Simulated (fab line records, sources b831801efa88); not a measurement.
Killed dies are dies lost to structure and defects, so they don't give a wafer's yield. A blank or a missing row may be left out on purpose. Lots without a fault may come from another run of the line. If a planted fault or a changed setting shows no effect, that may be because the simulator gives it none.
Split-lot experiment + flow sfq line + 23 wafers read across 5 lots, on a route 325 steps long

## ON THE SPLIT
At SFQ_TRILAYER_I4_DEP_PECVD_099 (deposits SiO2 from SiH4/N2O, time 111.11 s, target thk 500 nm), the setting time s was moved away from the recipe's 111.11 s on 10 of the 23 wafers read, by -15.0% to -4.1%. This setting was run at the recipe's value on the other wafers.

The reading is taken at the split's own step.

## THE READING
SiO2_of_TRILAYER_I4_DEP_PECVD_099.thk nm (the simulator's own value, which no gauge read), in nm, at SFQ_TRILAYER_I4_DEP_PECVD_099 (deposits SiO2 from SiH4/N2O, time 111.11 s, target thk 500 nm). No usual value for it is given in the file. Here, 13 wafers ran the recipe; their average is 505.9 nm with a standard deviation of 5.9 nm.

| wafer  | tool, chamber at the split | time s as run, s | against the recipe | SiO2_of_TRILAYER_I4_DEP_PECVD_099.thk nm, nm | against lot-mates on the recipe |
|--------|----------------------------|------------------|--------------------|----------------------------------------------|---------------------------------|
| L074.1 | pecvd-04, 1                | 111.11           | recipe             | 506.9                                        | -                               |
| L074.3 | pecvd-04, 2                | 96.36            | -13.3%             | 436.5                                        | -73.0                           |
| L074.4 | pecvd-04, 2                | 111.11           | recipe             | 509.8                                        | -                               |
| L074.5 | pecvd-04, 1                | 96.36            | -13.3%             | 452.2                                        | -57.3                           |
| L074.6 | pecvd-04, 0                | 111.11           | recipe             | 511.8                                        | -                               |
| L076.1 | pecvd-01, 1                | 106.5            | -4.1%              | 469.3                                        | -31.6                           |
| L076.3 | pecvd-01, 0                | 111.11           | recipe             | 493.1                                        | -                               |
| L076.4 | pecvd-01, 0                | 111.11           | recipe             | 505.9                                        | -                               |
| L076.5 | pecvd-01, 2                | 111.11           | recipe             | 503.8                                        | -                               |
| L076.6 | pecvd-01, 1                | 106.5            | -4.1%              | 469.7                                        | -31.2                           |
| L077.2 | pecvd-03, 1                | 94.46            | -15.0%             | 424.9                                        | -89.5                           |
| L077.3 | pecvd-03, 0                | 94.46            | -15.0%             | 430.1                                        | -84.3                           |
| L077.4 | pecvd-03, 0                | 111.11           | recipe             | 514.7                                        | -                               |
| L077.5 | pecvd-03, 1                | 94.46            | -15.0%             | 435.2                                        | -79.2                           |
| L077.6 | pecvd-03, 2                | 111.11           | recipe             | 514.1                                        | -                               |
| L083.1 | pecvd-03, 2                | 103.3            | -7.0%              | 469.9                                        | -32.6                           |
| L083.2 | pecvd-03, 1                | 111.11           | recipe             | 502.9                                        | -                               |
| L083.3 | pecvd-03, 0                | 111.11           | recipe             | 502.1                                        | -                               |
| L083.4 | pecvd-03, 0                | 103.3            | -7.0%              | 472.5                                        | -30.0                           |
| L083.5 | pecvd-03, 2                | 103.3            | -7.0%              | 488.1                                        | -14.4                           |
| L085.2 | pecvd-04, 2                | 111.11           | recipe             | 499.3                                        | -                               |
| L085.4 | pecvd-04, 1                | 111.11           | recipe             | 509.6                                        | -                               |
| L085.5 | pecvd-04, 0                | 111.11           | recipe             | 503                                          | -                               |

FIT RESULTS
A straight line over all 23 wafers: SiO2_of_TRILAYER_I4_DEP_PECVD_099.thk nm changes by +4.85 nm for each +1% of time s; r = +0.96; the points scatter about the line by 8.3 nm.
The same after taking each lot's own level away (the mean of its wafers on the recipe; 23 wafers): +5.26 nm for each +1%; r = +0.97; scatter 7.7 nm.
According to that fit, moving time s by its largest amount changes the reading by 79 nm.
The lots' own levels span 500.93 to 514.40 nm, that is 2.3 times the standard deviation above.
Hence the lot-to-lot level has little effect on the slope; both slopes agree.
Check: with one of the wafers moved furthest among these (-15.0%) left out of the fit, the line predicts -75.9 nm for it against its lot-mates. Against them it came out at -89.5 nm.

## OTHER SPLITS ON THESE WAFERS
These wafers also went through other splits before the reading. Each is held against what the fit with the lots' levels taken away leaves over:
| other split on the same wafers                    | wafers away from the commonest value | r with SiO2_of_TRILAYER_I4_DEP_PECVD_099.thk nm (lot level and that fit taken away) |
|---------------------------------------------------|--------------------------------------|-------------------------------------------------------------------------------------|
| SFQ_TRILAYER_M2_LITHO_COAT_062 resist thk nm      | 11                                   | +0.36                                                                               |
| SFQ_TRILAYER_I2_VIA_LITHO_PEB_070 peb temp c      | 7                                    | +0.28                                                                               |
| SFQ_TRILAYER_M3_LITHO_COAT_075 spin rpm           | 11                                   | +0.04                                                                               |
| SFQ_TRILAYER_M3_BARC_OPEN_METAL_ETCH_100 time s   | 10                                   | -0.14                                                                               |
| SFQ_TRILAYER_I3_VIA_LITHO_COAT_085 resist thk nm  | 8                                    | +0.23                                                                               |
| SFQ_TRILAYER_I3_VIA_BARC_OPEN_VIA_ETCH_121 time s | 10                                   | +0.06                                                                               |
| SFQ_TRILAYER_M4_LITHO_EXPOSE_094 dose mj          | 6                                    | +0.03                                                                               |
| SFQ_TRILAYER_M4_BARC_OPEN_METAL_ETCH_123 time s   | 9                                    | -0.28                                                                               |

## THE WHOLE CHAIN: every reading that the file lists as answering this split, in the file's order
| step                          | what it does                                                  | reading                                                                                   | change (the file's fit)              | r (the file's) |
|-------------------------------|---------------------------------------------------------------|-------------------------------------------------------------------------------------------|--------------------------------------|----------------|
| SFQ_TRILAYER_I4_DEP_PECVD_099 | deposits SiO2 from SiH4/N2O, time 111.11 s, target thk 500 nm | SiO2_of_TRILAYER_I4_DEP_PECVD_099.thk nm (the simulator's own value, which no gauge read) | +5.22 nm for each +1% of the setting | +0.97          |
| SFQ_TRILAYER_I4_CMP_CMP_100   | polishes SiO2                                                 | time to endpoint s                                                                        | withheld for each +1% of the setting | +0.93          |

## FILE'S OWN FIT
SiO2_of_TRILAYER_I4_DEP_PECVD_099.thk nm changes by +5.22 nm for each +1% of time s, r = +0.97.
